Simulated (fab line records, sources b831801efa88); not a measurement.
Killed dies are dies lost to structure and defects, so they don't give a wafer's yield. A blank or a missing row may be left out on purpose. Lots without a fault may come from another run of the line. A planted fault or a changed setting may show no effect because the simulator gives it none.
Chamber matching | flow gf180mcu | GF_V1_CMP_26 on cmp-01: 4 sister chambers
The step polishes, stops on SiO2, t overpolish 15 s, target thk 0 nm. 15 wafers are shown with their chamber, then 7 later ones without.

WAFERS WITH THEIR CHAMBER
wafer  | chamber | motor_current_A (A) | time_to_endpoint_s (s) | head_pressure_psi (psi)
L662.1 | 2       | 12.9                | 82                     | 3.505
L662.3 | 0       | 12.1                | 85                     | 3.509
L662.6 | 0       | 12.9                | 89                     | 3.508
L667.1 | 2       | 13.0                | 86                     | 3.494
L674.1 | 0       | 12.8                | 95                     | 3.502
L674.3 | 1       | 11.8                | 85                     | 3.500
L674.4 | 2       | 13.4                | 87                     | 3.511
L675.1 | 3       | 8.9                 | 89                     | 3.491
L675.2 | 1       | 11.0                | 81                     | 3.501
L675.6 | 0       | 12.3                | 91                     | 3.504
L679.1 | 1       | 12.1                | 80                     | 3.501
L679.3 | 0       | 12.9                | 91                     | 3.505
L679.4 | 3       | 8.2                 | 88                     | 3.510
L680.2 | 1       | 11.6                | 84                     | 3.494
L680.4 | 3       | 8.6                 | 89                     | 3.495

SIGNATURES (means of the wafers above)
reading            | chamber 0 | chamber 1 | chamber 2 | chamber 3 | scatter within a chamber
motor_current_A    | 12.600    | 11.625    | 13.100    | 8.567     | 0.381
time_to_endpoint_s | 90.20     | 82.50     | 85.00     | 88.67     | 2.77
head_pressure_psi  | 3.50560   | 3.49900   | 3.50333   | 3.49867   | 0.00615
Rule: a wafer's distance from a chamber is the root of the sum, over the readings, of the square of ((its reading less the chamber's mean) divided by the reading's scatter). The wafer belongs to the nearest chamber; if the next one is less than 2 further off, it can't be placed. The scatter: the root of (the sum of the squares of (reading less its chamber's mean) over the shown wafers, divided by (wafers less chambers)).

WAFERS WITHOUT THEIR CHAMBER
wafer  | motor_current_A (A) | time_to_endpoint_s (s) | head_pressure_psi (psi)
L680.5 | 11.1                | 85                     | 3.501
L681.1 | 12.6                | 81                     | 3.506
L681.4 | 12.1                | 83                     | 3.500
L681.6 | 13.2                | 81                     | 3.510
L682.3 | 8.7                 | 83                     | 3.496
L682.4 | 13.0                | 87                     | 3.502
L682.6 | 12.0                | 82                     | 3.488

WHICH CHAMBER EACH WENT THROUGH
wafer  | from the rows above          | in truth
L680.5 | 1                            | 1
L681.1 | can't be placed: 2 or 1 or 0 | 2
L681.4 | can't be placed: 1 or 2 or 0 | 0
L681.6 | can't be placed: 2 or 0      | 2
L682.3 | 3                            | 3
L682.4 | can't be placed: 2 or 0      | 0
L682.6 | can't be placed: 1 or 2      | 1
Placed correctly: 2 of 7. Can't be placed from these rows: 5 (the true chamber is among the candidates in 5). Placed wrongly: 0.
